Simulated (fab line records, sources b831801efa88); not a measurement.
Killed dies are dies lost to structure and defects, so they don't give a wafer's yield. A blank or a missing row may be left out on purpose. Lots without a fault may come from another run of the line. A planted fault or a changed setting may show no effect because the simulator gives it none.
Which tool did it? | flow sky130 | 11 lots, 33 wafers sampled, at 3 steps of a route of 708

WHAT THE GAUGES READ, wafer by wafer
SKY_METAL2_CD_MEAS_15: target cd 140 nm. Usual: cd_nm 140.1 nm, standard deviation 1.6.
lot  | measured     | on        | cd_nm (nm)        | flag
L926 | day 36 08:42 | cd_sem-01 | 139.6 137.1 139.1 |
L925 | day 36 13:13 | cd_sem-01 | 141.2 143.3 143.1 |
L928 | day 36 21:19 | cd_sem-02 | 138.6 140.2 139.6 |
L932 | day 38 00:59 | cd_sem-02 | 138.4 139.6 140.0 |
L933 | day 38 03:56 | cd_sem-01 | 142.6 140.8 139.4 |
L934 | day 38 07:58 | cd_sem-01 | 140.2 142.0 141.3 |
L939 | day 39 16:07 | cd_sem-01 | 140.7 141.6 141.0 |
L940 | day 40 20:09 | cd_sem-01 | 141.0 140.5 140.6 |
L944 | day 41 08:16 | cd_sem-02 | 139.2 140.4 140.7 |
L945 | day 41 10:54 | cd_sem-02 | 138.3 138.8 137.8 |
L947 | day 41 17:00 | cd_sem-01 | 140.5 140.1 139.3 |

SKY_CAPM_THK_MEAS_01. Usual: CAPM_CVD_00_THK 15.43 nm, standard deviation 0.26.
lot  | measured     | on            | CAPM_CVD_00_THK (nm) | flag
L926 | day 37 13:28 | film_metro-02 | 15.19 15.60 15.56    |
L925 | day 37 18:31 | film_metro-04 | 15.44 15.44 15.55    |
L928 | day 38 01:40 | film_metro-04 | 15.12 15.33 15.62    |
L932 | day 39 05:08 | film_metro-02 | 14.76 15.00 15.11    |
L933 | day 39 06:49 | film_metro-04 | 15.45 15.38 15.22    |
L934 | day 39 11:22 | film_metro-04 | 15.86 15.74 15.47    |
L939 | day 40 19:23 | film_metro-04 | 15.15 15.60 15.76    |
L940 | day 42 00:26 | film_metro-04 | 15.19 15.02 15.52    |
L944 | day 42 12:00 | film_metro-02 | 15.45 15.69 16.00    |
L945 | day 42 13:04 | film_metro-03 | 15.35 15.66 15.87    |
L947 | day 42 20:02 | film_metro-03 | 15.39 15.89 15.48    |

WHICH TOOL RAN EACH LOT (tool, then ch and the chambers of the sampled wafers, then the start)
lot  | SKY_METAL3_SPUTTER_03
L926 | pvd_sputter-04, day 37 13:22
L925 | pvd_sputter-04, day 37 18:26
L928 | pvd_sputter-03, day 38 01:34
L932 | pvd_sputter-03, day 39 05:02
L933 | pvd_sputter-04, day 39 06:43
L934 | pvd_sputter-03, day 39 11:14
L939 | pvd_sputter-04, day 40 19:17
L940 | pvd_sputter-03, day 42 00:20
L944 | pvd_sputter-04, day 42 11:55
L945 | pvd_sputter-02, day 42 12:58
L947 | pvd_sputter-02, day 42 19:56
- SKY_METAL3_SPUTTER_03: material Ti, target thk 5 nm, time 3.3 s.

WHAT THE TOOLS THEMSELVES READ (means of the sampled wafers that have a number; where no wafer has one, the mark that the record gives instead)
SKY_METAL3_SPUTTER_03. Usual: throttle_valve_pct 30.2 %, standard deviation 0.99.
lot  | tool           | throttle_valve_pct (%) | flag
L926 | pvd_sputter-04 | 30.8                   |
L925 | pvd_sputter-04 | 30.9                   |
L928 | pvd_sputter-03 | 30.5                   |
L932 | pvd_sputter-03 | 29.9                   |
L933 | pvd_sputter-04 | 30.7                   |
L934 | pvd_sputter-03 | 30.4                   |
L939 | pvd_sputter-04 | 30.8                   |
L940 | pvd_sputter-03 | 30.2                   |
L944 | pvd_sputter-04 | 30.0                   |
L945 | pvd_sputter-02 | 28.1                   |
L947 | pvd_sputter-02 | 30.7                   |

THE ANSWER, worked out from the rows above alone
Rule: a lot is off if the mean of its wafers that have a number lies more than 3 standard deviations from the usual mean. A lot without any number at a reading at which 4 lots or more have one is off too. The other lots that the step has rows for count as sound. The gauges are gone through in route order, then the tools' own readings, and for those a lot's mean is taken as printed above. The first step at which some lot is off is used, and at that step the reading that is off furthest; a lot without a number counts as furthest.
No lot is off at any reading shown: from this, nothing can be told.

WHAT THE SIMULATOR HAD PUT IN
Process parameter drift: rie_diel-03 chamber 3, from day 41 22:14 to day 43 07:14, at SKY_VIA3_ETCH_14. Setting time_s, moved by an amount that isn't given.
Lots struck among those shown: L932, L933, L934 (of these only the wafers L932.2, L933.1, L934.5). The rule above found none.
